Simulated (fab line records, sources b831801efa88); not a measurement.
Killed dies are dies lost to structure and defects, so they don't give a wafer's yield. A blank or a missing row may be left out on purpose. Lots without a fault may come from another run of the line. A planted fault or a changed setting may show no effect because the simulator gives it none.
Chamber matching | flow sky130 | SKY_VIA1_HDPCVD_00 on hdpcvd-01: 3 sister chambers
The step deposits SiO2, target thk 1030 nm, time 171.7 s. 14 wafers are shown with their chamber, then 7 later ones without.

WAFERS WITH THEIR CHAMBER
wafer  | chamber | sih4_flow_sccm (sccm)
L181.1 | 1       | 59.71
L181.3 | 0       | 60.05
L181.5 | 0       | 59.92
L184.1 | 0       | 59.81
L184.2 | 2       | 59.93
L184.4 | 1       | 60.04
L194.3 | 2       | 59.78
L194.4 | 2       | 59.90
L194.6 | 0       | 60.03
L195.2 | 0       | 59.76
L195.3 | 1       | 60.01
L195.6 | 2       | 59.96
L196.1 | 1       | 60.07
L196.2 | 0       | 60.42

SIGNATURES (means of the wafers above)
reading        | chamber 0 | chamber 1 | chamber 2 | scatter within a chamber
sih4_flow_sccm | 59.9983   | 59.9575   | 59.8925   | 0.186
Rule: a wafer's distance from a chamber is the root of the sum, over the readings, of the square of ((its reading less the chamber's mean) divided by the reading's scatter). The wafer belongs to the nearest chamber; if the next one is less than 2 further off, it can't be placed. The scatter: the root of (the sum of the squares of (reading less its chamber's mean) over the shown wafers, divided by (wafers less chambers)).

WAFERS WITHOUT THEIR CHAMBER
wafer  | sih4_flow_sccm (sccm)
L196.3 | 60.17
L198.1 | 60.16
L198.3 | 60.19
L198.4 | 60.05
L202.4 | 60.13
L202.5 | 60.18
L202.6 | 60.03

WHICH CHAMBER EACH WENT THROUGH
wafer  | from the rows above          | in truth
L196.3 | can't be placed: 0 or 1 or 2 | 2
L198.1 | can't be placed: 0 or 1 or 2 | 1
L198.3 | can't be placed: 0 or 1 or 2 | 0
L198.4 | can't be placed: 0 or 1 or 2 | 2
L202.4 | can't be placed: 0 or 1 or 2 | 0
L202.5 | can't be placed: 0 or 1 or 2 | 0
L202.6 | can't be placed: 0 or 1 or 2 | 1
Placed correctly: 0 of 7. Can't be placed from these rows: 7 (the true chamber is among the candidates in 7). Placed wrongly: 0.
